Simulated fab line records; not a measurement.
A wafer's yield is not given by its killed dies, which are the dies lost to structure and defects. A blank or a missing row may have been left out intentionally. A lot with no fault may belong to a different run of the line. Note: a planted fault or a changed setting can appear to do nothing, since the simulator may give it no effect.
fab line records	flow sky130
record lots=5	wafers=23
route steps=708 shown METAL2@487 VIA2@507 METAL3@535 CAPM@545 VIA3@575 CAP2M@605
start-h: start of the lot's first displayed wafer, in hours after the record's first day	wait-h: hours since the lot's step before	" repeats the value in the row above	L1.1+2: a single row standing in for several wafers	- no value present, or no start provided	* or withheld: withheld	< > ~ a bound
route shown NAME@n: names a module that has steps shown in the file, with the first one's number in the route	usual: mean/standard deviation of fault-free wafers	same: alike in all rows	chamber/n: place in a boat	sites: each site's reading	_std_site: standard deviation across them	_edge_site: the outer-site mean with the inner-site mean subtracted	radius-mm: for every site, how far away it sits from the centre of the wafer	mask NAME#n: copy n	behind: tool/chamber where the wafer was last shaped	hold: cause of the lot's hold/its duration in hours/its outcome	device: transistor that didn't switch, given as n, p or np	end of line: at the end of the route, the tests of the same wafers	step lacking rows: just its recipe	killed: dies lost to structure and defects at the first sort, not the wafer's yield	map: the dies of a wafer, with x for killed, . for not killed, _ for no die there
set.NAME: the setting as run; set.NAME@STEP: as run at that earlier step	model.NAME: the simulator's own value behind a step, which no gauge read
lots where settings were altered on purpose, with a table for each step and a row for each wafer
## steps
# step SKY_METAL2_SPUTTER_04
# recipe material=TiN	target-thk-nm=70	power-w=6500	time-s=58.3	chamber-pressure-pa=0.4
lot.wafer	tool	chamber	start-h	wait-h	set.power-w	model.TiN_of_METAL2_SPUTTER_04.thk-nm
L074.2	pvd-sputter-02	-	797.98	0.0	7277	77.23
L074.3	"	-	"	"	6500	70.81
L074.4	"	-	"	"	7277	78.38
L074.5	"	-	"	"	6500	69.21
L074.6	"	-	"	"	6500	70.15
L078.1	pvd-sputter-01	-	828.51	0.0	6500	69.43
L078.3	"	-	"	"	6500	69.13
L078.4	"	-	"	"	6500	70.01
L080.1	pvd-sputter-01	-	848.93	0.0	6500	69.19
L080.3	"	-	"	"	6805	72.68
L080.4	"	-	"	"	6500	70.21
L080.5	"	-	"	"	6805	73.37
L080.6	"	-	"	"	6500	69.79
L083.1	pvd-sputter-02	-	872.22	0.0	7202	77.82
L083.2	"	-	"	"	6500	71.03
L083.3	"	-	"	"	7202	77.69
L083.4	"	-	"	"	6500	71.04
L083.6	"	-	"	"	6500	70.72
L082.1	pvd-sputter-04	-	873.03	0.0	6711	72.44
L082.2	"	-	"	"	6500	71.18
L082.3	"	-	"	"	6500	69.53
L082.4	"	-	"	"	6711	71.63
L082.6	"	-	"	"	6500	70.67
# step SKY_VIA2_HDPCVD_00
# recipe material=SiO2	target-thk-nm=1180	sigma-open-frac=0.3	time-s=196.7	temp-c=400	sih4-flow-sccm=60	pressure-mtorr=6
lot.wafer	tool	chamber	start-h	wait-h	set.time-s	model.SiO2_of_VIA2_HDPCVD_00.thk-nm
L074.2	hdpcvd-01	1	824.72	0.0	196.7	1180
L074.3	"	2	"	"	196.7	1189
L074.4	"	2	"	"	196.7	1163
L074.5	"	1	"	"	196.7	1194
L074.6	"	0	"	"	196.7	1176
L078.1	hdpcvd-02	1	855.34	0.0	196.7	1172
L078.3	"	0	"	"	196.7	1181
L078.4	"	1	"	"	196.7	1183
L080.1+6	hdpcvd-02	0,2	876.64	0.0	196.7	-
L080.3	"	2	"	"	196.7	1167
L080.4	"	0	"	"	196.7	1175
L080.5	"	1	"	"	196.7	1164
L083.1	hdpcvd-01	0	898.47	0.0	196.7	1175
L083.2	"	1	"	"	209.1	1255
L083.3	"	2	"	"	196.7	-
L083.4	"	0	"	"	209.1	-
L083.6	"	1	"	"	196.7	1183
L082.1	hdpcvd-01	1	899.38	0.0	196.7	1207
L082.2	"	0	"	"	213.4	1284
L082.3	"	2	"	"	196.7	1191
L082.4	"	0	"	"	196.7	1186
L082.6	"	2	"	"	213.4	1266
# step SKY_VIA2_THK_MEAS_01
# recipe reads=SiO2_of_VIA2_HDPCVD_00
# usual VIA2_HDPCVD_THK=1182/12
lot.wafer	tool	chamber	start-h	wait-h	set.time-s@VIA2_HDPCVD_00	VIA2_HDPCVD_THK[nm]
L074.2	film-metro-03	-	824.85	0.1	196.7	1181
L074.3	"	-	"	"	196.7	1188
L074.4	"	-	"	"	196.7	1163
L074.5	"	-	"	"	196.7	1193
L074.6	"	-	"	"	196.7	1175
L078.1	film-metro-01	-	855.46	0.1	196.7	1173
L078.3	"	-	"	"	196.7	1180
L078.4	"	-	"	"	196.7	1183
L080.1	film-metro-03	-	876.76	0.1	196.7	1172
L080.3	"	-	"	"	196.7	1165
L080.4	"	-	"	"	196.7	1175
L080.5	"	-	"	"	196.7	1164
L080.6	"	-	"	"	196.7	1180
L083.1	film-metro-01	-	898.60	0.1	196.7	1176
L083.2	"	-	"	"	209.1	1255
L083.3	"	-	"	"	196.7	1153
L083.4	"	-	"	"	209.1	1258
L083.6	"	-	"	"	196.7	1183
L082.1	film-metro-04	-	899.51	0.1	196.7	1207
L082.2	"	-	"	"	213.4	1283
L082.3	"	-	"	"	196.7	1191
L082.4	"	-	"	"	196.7	1187
L082.6	"	-	"	"	213.4	1267
# step SKY_VIA2_EXPOSE_09
# recipe mask-id=VIM2	na=0.8	source-shape=annular	sigma-inner=0.55	sigma-outer=0.85	target-cd-nm=200	dose-mj=38
lot.wafer	tool	chamber	start-h	wait-h	mask	set.dose-mj
L074.2+3+4+5+6	krf-scanner-02	0	-	-	VIM2#0	38
L078.1+3+4	krf-scanner-01	0	-	-	VIM2#0	38
L080.1+3+4	krf-scanner-02	0	-	-	VIM2#0	39.36
L080.5+6	"	0	"	"	VIM2#0	38
L083.1+2+3+4+6	krf-scanner-02	0	-	-	VIM2#0	38
L082.1+3+6	krf-scanner-02	0	-	-	VIM2#0	38
L082.2+4	"	0	"	"	VIM2#0	39.53
# step SKY_VIA2_DEVELOP_11
# recipe develop-time-s=60	resist=KrF-thick	dev-temp-c=21
lot.wafer	tool	chamber	start-h	wait-h	set.dev-temp-c
L074.2+5+6	litho-track-01	0	-	-	21
L074.3+4	"	0	"	"	24.7
L078.1+3+4	litho-track-04	0	-	-	21
L080.1+3	litho-track-02	0	-	-	21
L080.4+5+6	"	0	"	"	19.28
L083.1+2+3+4+6	litho-track-04	0	-	-	21
L082.1+2+6	litho-track-04	0	-	-	24.42
L082.3+4	"	0	"	"	21
# step SKY_VIA2_CD_MEAS_12
# recipe target-cd-nm=200
# usual cd-nm=199.7/1.3
lot.wafer	tool	chamber	start-h	wait-h	set.dose-mj@VIA2_EXPOSE_09	cd-nm
L074.2	cd-sem-01	-	851.24	-	38	200.3
L074.3	"	-	"	"	38	203.9
L074.4	"	-	"	"	38	203.5
L074.5	"	-	"	"	38	201.7
L074.6	"	-	"	"	38	200.0
L078.1	cd-sem-02	-	881.99	-	38	198.5
L078.3	"	-	"	"	38	198.3
L078.4	"	-	"	"	38	197.8
L080.1	cd-sem-02	-	903.30	-	39.36	205.8
L080.3	"	-	"	"	39.36	205.5
L080.4	"	-	"	"	39.36	205.3
L080.5	"	-	"	"	38	198.4
L080.6	"	-	"	"	38	198.9
L083.1	cd-sem-01	-	924.24	-	38	201.1
L083.2	"	-	"	"	38	200.3
L083.3	"	-	"	"	38	201.5
L083.4	"	-	"	"	38	200.4
L083.6	"	-	"	"	38	200.1
L082.1	cd-sem-02	-	924.59	-	38	204.2
L082.2	"	-	"	"	39.53	211.9
L082.3	"	-	"	"	38	201.8
L082.4	"	-	"	"	39.53	210.9
L082.6	"	-	"	"	38	203.0
# step SKY_VIA2_ETCH_14
# recipe chemistry=N2/H2	target=BARC	ion-energy-ev=200	source-w=500	bias-w=100	pressure-mtorr=30	n2-flow-sccm=100	h2-flow-sccm=200	stop-on=SiO2	time-s=45.9	target-depth-a=600
lot.wafer	tool	chamber	start-h	wait-h	set.dose-mj@VIA2_EXPOSE_09	set.dev-temp-c@VIA2_DEVELOP_11	model.VIA2.cd-nm
L074.2	rie-diel-02	3	851.38	0.0	38	21	199.5
L074.3	"	2	"	"	38	24.7	204
L074.4	"	1	"	"	38	24.7	203.7
L074.5	"	3	"	"	38	21	200.7
L074.6	"	2	"	"	38	21	200.1
L078.1	rie-diel-01	0	882.14	0.0	38	21	197.9
L078.3	"	3	"	"	38	21	198.1
L078.4	"	2	"	"	38	21	198.4
L080.1	rie-diel-01	3	903.46	0.0	39.36	21	206.3
L080.3	"	2	"	"	39.36	21	206
L080.4	"	0	"	"	39.36	19.28	204.9
L080.5	"	1	"	"	38	19.28	198.2
L080.6	"	0	"	"	38	19.28	197.5
L083.1	rie-diel-02	2	924.39	0.0	38	21	201.8
L083.2+6	"	0,2	"	"	38	21	200.4
L083.3	"	1	"	"	38	21	201.6
L083.4	"	3	"	"	38	21	200.2
L082.1	rie-diel-04	3	924.74	0.0	38	24.42	205.3
L082.2	"	0	"	"	39.53	24.42	211.8
L082.3	"	1	"	"	38	21	202
L082.4	"	0	"	"	39.53	21	210.3
L082.6	"	3	"	"	38	24.42	204
# step SKY_VIA2_SPUTTER_20
# recipe material=TiN	target-thk-nm=20	chamber-pressure-pa=5	power-w=4000	time-s=80
lot.wafer	tool	chamber	start-h	wait-h	set.chamber-pressure-pa	model.TiN_of_VIA2_SPUTTER_20.thk-nm
L074.2	pvd-sputter-03	-	852.08	0.0	4.564	22.22
L074.3	"	-	"	"	4.564	21.55
L074.4	"	-	"	"	4.564	22.11
L074.5	"	-	"	"	4.564	21.72
L074.6	"	-	"	"	4.564	22
L078.1	pvd-sputter-02	-	882.85	0.0	5	20.05
L078.3	"	-	"	"	5	20.17
L078.4	"	-	"	"	5	20.31
L080.1	pvd-sputter-04	-	904.15	0.0	4.784	21.1
L080.3	"	-	"	"	4.784	20.81
L080.4	"	-	"	"	4.784	20.92
L080.5	"	-	"	"	4.784	20.73
L080.6	"	-	"	"	4.784	20.94
L083.1	pvd-sputter-03	-	925.17	0.0	4.592	21.57
L083.2	"	-	"	"	4.592	21.63
L083.3	"	-	"	"	4.592	21.91
L083.4	"	-	"	"	4.592	21.77
L083.6	"	-	"	"	4.592	21.54
L082.1	pvd-sputter-04	-	925.46	0.0	5	20.12
L082.2	"	-	"	"	5	20.08
L082.3	"	-	"	"	5	20.15
L082.4	"	-	"	"	5	20
L082.6	"	-	"	"	5	19.89
# step SKY_METAL3_SPUTTER_03
# recipe material=Ti	target-thk-nm=5	power-w=3000	time-s=3.3	chamber-pressure-pa=0.4
lot.wafer	tool	chamber	start-h	wait-h	set.power-w	model.Ti_of_METAL3_SPUTTER_03.thk-nm
L074.2	pvd-sputter-02	-	852.84	0.0	3000	5.224
L074.3	"	-	"	"	3000	5.301
L074.4	"	-	"	"	3000	5.323
L074.5	"	-	"	"	3000	5.318
L074.6	"	-	"	"	3000	5.312
L078.1	pvd-sputter-01	-	884.11	0.0	3000	4.819
L078.3	"	-	"	"	3000	4.858
L078.4	"	-	"	"	3000	4.872
L080.1	pvd-sputter-03	-	905.04	0.0	3248	5.113
L080.3	"	-	"	"	3000	4.593
L080.4	"	-	"	"	3000	4.447
L080.5	"	-	"	"	3000	4.68
L080.6	"	-	"	"	3248	5.225
L083.1	pvd-sputter-03	-	925.93	0.0	3000	5.176
L083.2	"	-	"	"	3000	5.237
L083.3	"	-	"	"	2734	4.907
L083.4	"	-	"	"	2734	4.617
L083.6	"	-	"	"	3000	5.215
L082.1	pvd-sputter-01	-	926.22	0.0	3000	5.078
L082.2	"	-	"	"	3000	5.119
L082.3	"	-	"	"	3000	4.901
L082.4	"	-	"	"	3000	5.053
L082.6	"	-	"	"	3000	4.946
# step SKY_CAPM_SOFTBAKE_08
# recipe temp-c=90	time-s=60	resist=NOVOLAK
lot.wafer	tool	chamber	start-h	wait-h	set.temp-c
L074.2+3+4	litho-track-03	0	866.65	0.1	90
L074.5+6	"	0	"	"	87.09
L078.1+3+4	litho-track-03	0	897.92	0.1	90
L080.1+4	litho-track-04	0	917.39	0.1	90
L080.3+5+6	"	0	"	"	92.88
L083.1+2+3+4+6	litho-track-03	0	937.22	0.1	90
L082.1+4+6	litho-track-04	0	937.74	0.1	90
L082.2+3	"	0	"	"	91.03
# step SKY_CAPM_EXPOSE_09
# recipe mask-id=CAPM	na=0.6	source-shape=conventional	sigma-outer=0.6	polarization=unpolarized	target-cd-nm=1000	dose-mj=159
# step SKY_CAPM_PEB_10
# recipe temp-c=withheld	time-s=*	resist=NOVOLAK
# step SKY_CAPM_DEVELOP_11
# recipe resist=NOVOLAK	developer=TMAH	develop-time-s=60	dev-temp-c=23
lot.wafer	tool	chamber	start-h	wait-h	set.temp-c@CAPM_SOFTBAKE_08	model.NOVOLAK_of_CAPM_COAT_07.thk-nm
L074.2	litho-track-04	0	878.86	0.1	90	1146
L074.3	"	0	"	"	90	1142
L074.4	"	0	"	"	90	1144
L074.5+6	"	0	"	"	87.09	1152
L078.1	litho-track-03	0	909.92	0.1	90	1143
L078.3	"	0	"	"	90	1142
L078.4	"	0	"	"	90	1140
L080.1	litho-track-03	0	929.42	0.1	90	1143
L080.3+6	"	0	"	"	92.88	1132
L080.4	"	0	"	"	90	1142
L080.5	"	0	"	"	92.88	1133
L083.1+4	litho-track-03	0	949.82	0.1	90	1136
L083.2+6	"	0	"	"	90	1139
L083.3	"	0	"	"	90	1137
L082.1	litho-track-04	0	950.44	0.1	90	1142
L082.2	"	0	"	"	91.03	1140
L082.3	"	0	"	"	91.03	1141
L082.4	"	0	"	"	90	1141
L082.6	"	0	"	"	90	1144
# step SKY_CAPM_METAL_ETCH_13
# recipe target-depth-nm=220	stop-on=SiO2	chemistry=Cl2/BCl3	target=TiN	pressure-mtorr=10	icp-w=900	bias-w=48.5	Cl2_flow_sccm=60	bcl3-flow-sccm=30	time-s=62.9
# step SKY_CAPM_STRIP_14
# recipe chemistry=O2/N2	power-w=1400	pressure-mtorr=1500	platen-temp-c=withheld	o2-flow-sccm=3000	n2-flow-sccm=300	overash-fraction=0.5
# usual strip-time-to-endpoint-s=12.67/0.039
lot.wafer	tool	chamber	start-h	wait-h	set.temp-c@CAPM_SOFTBAKE_08	strip-time-to-endpoint-s
L074.2	plasma-asher-04	1	879.10	0.1	90	12.71
L074.3	"	0	"	"	90	12.65
L074.4	"	1	"	"	90	12.69
L074.5	"	1	"	"	87.09	12.77
L074.6	"	0	"	"	87.09	12.78
L078.1	plasma-asher-03	0	910.19	0.1	90	12.67
L078.3	"	0	"	"	90	12.69
L078.4	"	1	"	"	90	12.69
L080.1	plasma-asher-02	1	929.76	0.1	90	12.71
L080.3	"	0	"	"	92.88	12.60
L080.4	"	1	"	"	90	12.72
L080.5	"	0	"	"	92.88	12.60
L080.6	"	1	"	"	92.88	12.60
L083.1	plasma-asher-03	1	950.09	0.1	90	12.61
L083.2	"	0	"	"	90	12.64
L083.3	"	0	"	"	90	12.61
L083.4	"	1	"	"	90	12.61
L083.6	"	0	"	"	90	12.63
L082.1	plasma-asher-04	1	950.70	0.1	90	12.66
L082.2	"	0	"	"	91.03	12.63
L082.3	"	0	"	"	91.03	12.68
L082.4	"	1	"	"	90	12.66
L082.6	"	1	"	"	90	12.69
# step SKY_VIA3_CMP_02
# recipe material=SiO2	down-force-psi=4	platen-rpm=60	pad-velocity-m-s=0.94248
lot.wafer	tool	chamber	start-h	wait-h	set.leave-above-ref-nm	model.SiO2_of_VIA3_HDPCVD_00.thk-nm
L074.2	cmp-02	2	906.58	0.0	465	465.3
L074.4	"	3	"	"	483.5	482.3
L074.3	"	1	"	"	465	466.7
L074.5	"	2	"	"	465	465.1
L074.6	"	3	"	"	483.5	483.5
L078.1	cmp-02	1	936.40	0.1	465	467.4
L078.4	"	3	"	"	465	463.6
L078.3	"	0	"	"	465	465.8
L080.4	cmp-01	3	956.41	0.0	465	465.5
L080.3	"	0	"	"	446.2	446.5
L080.1	"	1	"	"	465	466
L080.6	"	3	"	"	446.2	446.8
L080.5	"	0	"	"	465	465.7
L083.4	cmp-01	0	976.07	0.0	483	483.1
L083.2+1	"	1,2	"	"	465	465.7
L083.3	"	3	"	"	465	464.8
L083.6	"	1	"	"	483	484
L082.4	cmp-01	3	977.18	0.0	434.7	435.2
L082.2	"	0	"	"	434.7	436.3
L082.1	"	1	"	"	465	464.2
L082.3	"	2	"	"	465	467.3
L082.6	"	3	"	"	465	466.8
# step SKY_VIA3_ETCH_14
# recipe chemistry=N2/H2	target=BARC	ion-energy-ev=200	source-w=500	bias-w=100	pressure-mtorr=30	n2-flow-sccm=100	h2-flow-sccm=200	stop-on=SiO2	time-s=45.9	target-depth-a=600
lot.wafer	tool	chamber	start-h	wait-h	set.pressure-mtorr
L074.2+3+4+5+6	rie-diel-04	1,0,2,3,2	932.04	0.0	27.69
L078.1+3+4	rie-diel-01	0,3,2	960.38	0.0	30
L080.1+3+4+5+6	rie-diel-03	2,0,3,1,0	981.24	0.0	30
L083.1+2+3+4+6	rie-diel-04	1,0,3,2,0	1000.44	0.0	31.56
L082.1+2+3+4+6	rie-diel-03	0,3,2,1,3	1001.63	0.0	32.36
# step SKY_VIA3_ETCH_15
# recipe target=SiO2	chemistry=C4F8/O2/Ar	target-depth-nm=507	stop-on=TiN	mask-material=KrF-thick	source-w=1500	bias-w=1200	pressure-mtorr=40	c4f8-flow-sccm=withheld	O2_flow_sccm=6	Ar_flow_sccm=300	time-s=78
# usual oes-product-au=0.946/0.0051
lot.wafer	tool	chamber	start-h	wait-h	set.leave-above-ref-nm@VIA3_CMP_02	oes-product-au	model.VIA3.feature-depth-nm
L074.2	rie-diel-04	1	932.08	0.0	465	0.948	465.2
L074.3	"	0	"	"	465	0.948	466.7
L074.4	"	2	"	"	483.5	0.962	482.3
L074.5	"	3	"	"	465	0.943	465.1
L074.6	"	2	"	"	483.5	0.953	483.4
L078.1	rie-diel-01	0	960.42	0.0	465	0.941	467.4
L078.3	"	3	"	"	465	0.946	465.8
L078.4	"	2	"	"	465	0.947	463.7
L080.1	rie-diel-03	2	981.29	0.0	465	0.952	466
L080.3	"	0	"	"	446.2	0.921	446.5
L080.4	"	3	"	"	465	0.948	465.5
L080.5	"	1	"	"	465	0.945	465.7
L080.6	"	0	"	"	446.2	0.929	446.8
L083.1	rie-diel-04	1	1000.49	0.0	465	0.948	465.7
L083.2	"	0	"	"	465	0.946	465.7
L083.3	"	3	"	"	465	0.944	464.8
L083.4	"	2	"	"	483	0.967	483.1
L083.6	"	0	"	"	483	0.970	484
L082.1	rie-diel-03	0	1001.67	0.0	465	0.941	464.2
L082.2	"	3	"	"	434.7	0.910	436.3
L082.3	"	2	"	"	465	0.944	467.3
L082.4	"	1	"	"	434.7	0.917	435.2
L082.6	"	3	"	"	465	0.946	466.8
# step SKY_CAP2M_SPUTTER_02
# recipe material=TiN	target-thk-nm=200	temp-c=300	power-w=6500	time-s=166.7	chamber-pressure-pa=0.4
lot.wafer	tool	chamber	start-h	wait-h	set.time-s	model.TiN_of_CAP2M_SPUTTER_02.thk-nm
L074.2	pvd-sputter-02	-	933.82	0.0	180.5	216.3
L074.3	"	-	"	"	180.5	219.7
L074.4	"	-	"	"	166.7	202.2
L074.5	"	-	"	"	166.7	202
L074.6	"	-	"	"	180.5	217.4
L078.1	pvd-sputter-02	-	961.97	0.1	166.7	202.7
L078.3	"	-	"	"	166.7	200.8
L078.4	"	-	"	"	166.7	201.7
L080.1	pvd-sputter-03	-	982.84	0.1	174.3	206.2
L080.3	"	-	"	"	174.3	205.6
L080.4	"	-	"	"	174.3	205.9
L080.5	"	-	"	"	166.7	196.7
L080.6	"	-	"	"	166.7	195.4
L083.1	pvd-sputter-01	-	1003.26	0.1	158.9	191.8
L083.2	"	-	"	"	166.7	204
L083.3	"	-	"	"	158.9	190.1
L083.4	"	-	"	"	166.7	201.6
L083.6	"	-	"	"	166.7	200
L082.1	pvd-sputter-03	-	1003.43	0.1	176.8	209.5
L082.2	"	-	"	"	176.8	208.7
L082.3	"	-	"	"	166.7	197.2
L082.4	"	-	"	"	166.7	198.5
L082.6	"	-	"	"	176.8	210.5
# step SKY_CAP2M_RS_MEAS_03
# recipe thk-meas-gauge=four-point-probe	reads=TiN_of_CAP2M_SPUTTER_02
# usual CAP2M_TIN_RS=6.94/0.077
lot.wafer	tool	chamber	start-h	wait-h	set.time-s@CAP2M_SPUTTER_02	CAP2M_TIN_RS[ohm/sq]
L074.2	film-metro-04	-	933.95	0.1	180.5	6.39
L074.3	"	-	"	"	180.5	6.28
L074.4	"	-	"	"	166.7	6.84
L074.5	"	-	"	"	166.7	6.84
L074.6	"	-	"	"	180.5	6.33
L078.1	film-metro-02	-	962.08	0.1	166.7	6.81
L078.3	"	-	"	"	166.7	6.88
L078.4	"	-	"	"	166.7	6.84
L080.1	film-metro-02	-	982.95	0.1	174.3	6.70
L080.3	"	-	"	"	174.3	6.73
L080.4	"	-	"	"	174.3	6.71
L080.5	"	-	"	"	166.7	7.02
L080.6	"	-	"	"	166.7	7.07
L083.1	film-metro-02	-	1003.37	0.1	158.9	7.22
L083.2	"	-	"	"	166.7	6.77
L083.3	"	-	"	"	158.9	7.29
L083.4	"	-	"	"	166.7	6.86
L083.6	"	-	"	"	166.7	6.90
L082.1	film-metro-04	-	1003.54	0.1	176.8	6.59
L082.2	"	-	"	"	176.8	6.62
L082.3	"	-	"	"	166.7	7.00
L082.4	"	-	"	"	166.7	6.94
L082.6	"	-	"	"	176.8	6.54
# step SKY_CAP2M_THK_MEAS_04
# recipe thk-meas-gauge=xrf	reads=TiN_of_CAP2M_SPUTTER_02
# usual CAP2M_TIN_THK=196.2/2.3
lot.wafer	tool	chamber	start-h	wait-h	set.time-s@CAP2M_SPUTTER_02	CAP2M_TIN_THK[nm]
L074.2	film-metro-04	-	934.06	0.1	180.5	214.1
L074.3	"	-	"	"	180.5	216.9
L074.4	"	-	"	"	166.7	199.7
L074.5	"	-	"	"	166.7	199.3
L074.6	"	-	"	"	180.5	214.8
L078.1	film-metro-02	-	962.20	0.1	166.7	200.5
L078.3	"	-	"	"	166.7	198.7
L078.4	"	-	"	"	166.7	199.2
L080.1	film-metro-02	-	983.07	0.1	174.3	204.1
L080.3	"	-	"	"	174.3	202.4
L080.4	"	-	"	"	174.3	203.6
L080.5	"	-	"	"	166.7	194.0
L080.6	"	-	"	"	166.7	193.4
L083.1	film-metro-02	-	1003.49	0.1	158.9	188.9
L083.2	"	-	"	"	166.7	200.7
L083.3	"	-	"	"	158.9	188.1
L083.4	"	-	"	"	166.7	198.0
L083.6	"	-	"	"	166.7	196.2
L082.1	film-metro-04	-	1003.66	0.1	176.8	206.5
L082.2	"	-	"	"	176.8	205.5
L082.3	"	-	"	"	166.7	194.0
L082.4	"	-	"	"	166.7	195.7
L082.6	"	-	"	"	176.8	207.7
# step SKY_CAP2M_COAT_07
# recipe resist=NOVOLAK	spin-rpm=3000	resist-thk-nm=1140
lot.wafer	tool	chamber	start-h	wait-h	set.resist-thk-nm
L074.2+3	litho-track-01	0	946.65	0.1	1140
L074.4+5+6	"	0	"	"	1073
L078.1+3+4	litho-track-04	0	974.39	0.1	1140
L080.1+3+4+5+6	litho-track-04	0	995.09	0.1	1140
L083.1+4+6	litho-track-01	0	1013.77	0.1	1140
L083.2+3	"	0	"	"	1159
L082.1+2+3+4+6	litho-track-02	0	1014.15	0.1	1140
## key
split step=SKY_METAL2_SPUTTER_04	setting=power-w	stated=6500	by=wafer
response step=SKY_METAL2_SPUTTER_04	reading=model.TiN_of_METAL2_SPUTTER_04.thk-nm	change=+0.64	per=1%	r=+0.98
split step=SKY_VIA2_HDPCVD_00	setting=time-s	stated=196.7	by=wafer
response step=SKY_VIA2_HDPCVD_00	reading=model.SiO2_of_VIA2_HDPCVD_00.thk-nm	change=+10.1	per=1%	r=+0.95
response step=SKY_VIA2_THK_MEAS_01	reading=VIA2_HDPCVD_THK	change=+10.9	per=1%	r=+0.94
split step=SKY_VIA2_EXPOSE_09	setting=dose-mj	stated=38	by=wafer
response step=SKY_VIA2_CD_MEAS_12	reading=cd-nm	change=+2.02	per=1%	r=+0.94
response step=SKY_VIA2_ETCH_14	reading=model.VIA2.cd-nm	change=+1.98	per=1%	r=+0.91
split step=SKY_VIA2_DEVELOP_11	setting=dev-temp-c	stated=21	by=wafer
response step=SKY_VIA2_ETCH_14	reading=model.VIA2.cd-nm	slope=+0.176	per=1%	together-with=dose-mj@VIA2_EXPOSE_09	explained=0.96
split step=SKY_VIA2_SPUTTER_20	setting=chamber-pressure-pa	stated=5	by=lot
response step=SKY_VIA2_SPUTTER_20	reading=model.TiN_of_VIA2_SPUTTER_20.thk-nm	change=-0.203	per=1%	r=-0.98
split step=SKY_METAL3_SPUTTER_03	setting=power-w	stated=3000	by=wafer
response step=SKY_METAL3_SPUTTER_03	reading=model.Ti_of_METAL3_SPUTTER_03.thk-nm	change=+0.0605	per=1%	r=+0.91
split step=SKY_CAPM_SOFTBAKE_08	setting=temp-c	stated=90	by=wafer
response step=SKY_CAPM_DEVELOP_11	reading=model.NOVOLAK_of_CAPM_COAT_07.thk-nm	change=-2.85	per=1%	r=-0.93
response step=SKY_CAPM_STRIP_14	reading=strip-time-to-endpoint-s	change=*	per=1%	r=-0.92
split step=SKY_VIA3_CMP_02	setting=leave-above-ref-nm	stated=465	by=wafer
response step=SKY_VIA3_CMP_02	reading=model.SiO2_of_VIA3_HDPCVD_00.thk-nm	change=+4.62	per=1%	r=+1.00
response step=SKY_VIA3_ETCH_15	reading=oes-product-au	change=+0.0047	per=1%	r=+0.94
response step=SKY_VIA3_ETCH_15	reading=model.VIA3.feature-depth-nm	change=+4.62	per=1%	r=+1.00
split step=SKY_VIA3_ETCH_14	setting=pressure-mtorr	stated=30	by=lot
response none clear
split step=SKY_CAP2M_SPUTTER_02	setting=time-s	stated=166.7	by=wafer
response step=SKY_CAP2M_SPUTTER_02	reading=model.TiN_of_CAP2M_SPUTTER_02.thk-nm	change=+2.01	per=1%	r=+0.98
response step=SKY_CAP2M_RS_MEAS_03	reading=CAP2M_TIN_RS	change=-0.0676	per=1%	r=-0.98
response step=SKY_CAP2M_THK_MEAS_04	reading=CAP2M_TIN_THK	change=+1.97	per=1%	r=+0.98
split step=SKY_CAP2M_COAT_07	setting=resist-thk-nm	stated=1140	by=wafer
response none in this file
